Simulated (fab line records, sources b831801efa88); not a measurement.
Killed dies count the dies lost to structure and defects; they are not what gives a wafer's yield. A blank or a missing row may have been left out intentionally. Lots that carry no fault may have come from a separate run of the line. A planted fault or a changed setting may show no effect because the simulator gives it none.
Struck lot and sound lot, side by side || flow gf180mcu || 16 steps out of a route of 602
Sound: the wafers L625.1, L625.3, L625.5. Wafers struck: L629.1, L629.3, L629.5. The cause comes at the end.
Each step with rows lists, per side, the tool, then ch with its chambers, then its first start. Under that, the readings that differ: sound wafers || struck wafers || difference of the means || sigmas: that difference in standard deviations of wafers without a fault.
alike: readings with means less than 2 such deviations apart, plus words and numbers identical on both sides. not compared: withheld readings, readings lacking a value on some wafer, bounds such as >300 that could conceal the same value, and numbers that have no deviation in the record and whose values overlap.
A row with sigmas, a row that says differs or no value, or rows on one side alone: a step with any of these is where the two part. When numbers do not overlap yet have no deviation, they are printed without sigmas and do not part them. Lack of a reading on every wafer of one side parts them only where that side has two or more wafers.

first, 4 steps without rows for these wafers: GF_VT_IMPLANT_SOFTBAKE_14 (time 60 s); GF_VT_IMPLANT_EXPOSE_15 (exposes mask Nwell LV AREA, target cd 860 nm); GF_VT_IMPLANT_PEB_16; GF_VT_IMPLANT_DEVELOP_17 (develop time 60 s).
GF_VT_IMPLANT_OVL_MEAS_18:
  sound on overlay-01, day 8 22:49; struck on overlay-01, day 9 23:25
  alike: VT_IMPLANT_01_OVL
next, for these wafers, 1 step has no rows: GF_VT_IMPLANT_IMPLANT_19.
GF_VT_IMPLANT_STRIP_20: strips in O2/N2.
  sound on plasmaAsher-03 ch 0, day 8 23:00; struck on plasmaAsher-02 ch 1, day 9 23:36
{"reading": "heaterPowerW (W)", "sound": "378 380 378", "struck": "326 326 330", "difference": -51, "sigmas": -2}
{"reading": "n2FlowSccm (sccm)", "sound": "299.6 300.6 299.9", "struck": "298.7 298.4 296.8", "difference": -2.1, "sigmas": -2}
  alike: drypumpMotorCurrentA, oesProductAu, stripTimeToEndpointS
  not compared: rfHoursCounterH
GF_VT_IMPLANT_TW_MEAS_21:
  sound on filmMetro-04, day 8 23:06; struck on filmMetro-04, day 9 23:42
  alike: VT_IMPLANT_2_TW
then, 4 steps without rows for these wafers: GF_VT_IMPLANT_DEHYDRATE_22 (time 60 s); GF_VT_IMPLANT_HMDS_23 (prime time 60 s); GF_VT_IMPLANT_COAT_24 (resist thk 1000 nm); GF_VT_IMPLANT_SOFTBAKE_25 (time 60 s).
GF_VT_IMPLANT_EXPOSE_26: exposes mask LVPWELL HV AREA, target cd 860 nm.
  sound on ilineStepper-02 ch 0, day 9 07:20; struck on ilineStepper-02 ch 0, day 10 08:58
{"reading": "model.VT_IMPLANT.overlayXNm (nm)", "sound": "0.5888 0.5888 0.5888", "struck": "264.3 264.3 264.3", "difference": "+263.7", "sigmas": ""}
  alike: mask, exposureDoseMJCm2
then, 2 steps without rows for these wafers: GF_VT_IMPLANT_PEB_27; GF_VT_IMPLANT_DEVELOP_28 (develop time 60 s).
GF_VT_IMPLANT_OVL_MEAS_29:
  sound on overlay-01, day 9 15:32; struck on overlay-01, day 10 18:10
{"reading": "VT_IMPLANT_02_OVL (nm)", "sound": "0.4 2.9 4.2", "struck": "260.9 262.5 264.1", "difference": "+260.0", "sigmas": "+99 or more"}
  not compared: hold

WHERE THEY PART
At GF_VT_IMPLANT_STRIP_20 first; at GF_VT_IMPLANT_OVL_MEAS_29 last (within this record only).

WHY: what had been put in by the simulator
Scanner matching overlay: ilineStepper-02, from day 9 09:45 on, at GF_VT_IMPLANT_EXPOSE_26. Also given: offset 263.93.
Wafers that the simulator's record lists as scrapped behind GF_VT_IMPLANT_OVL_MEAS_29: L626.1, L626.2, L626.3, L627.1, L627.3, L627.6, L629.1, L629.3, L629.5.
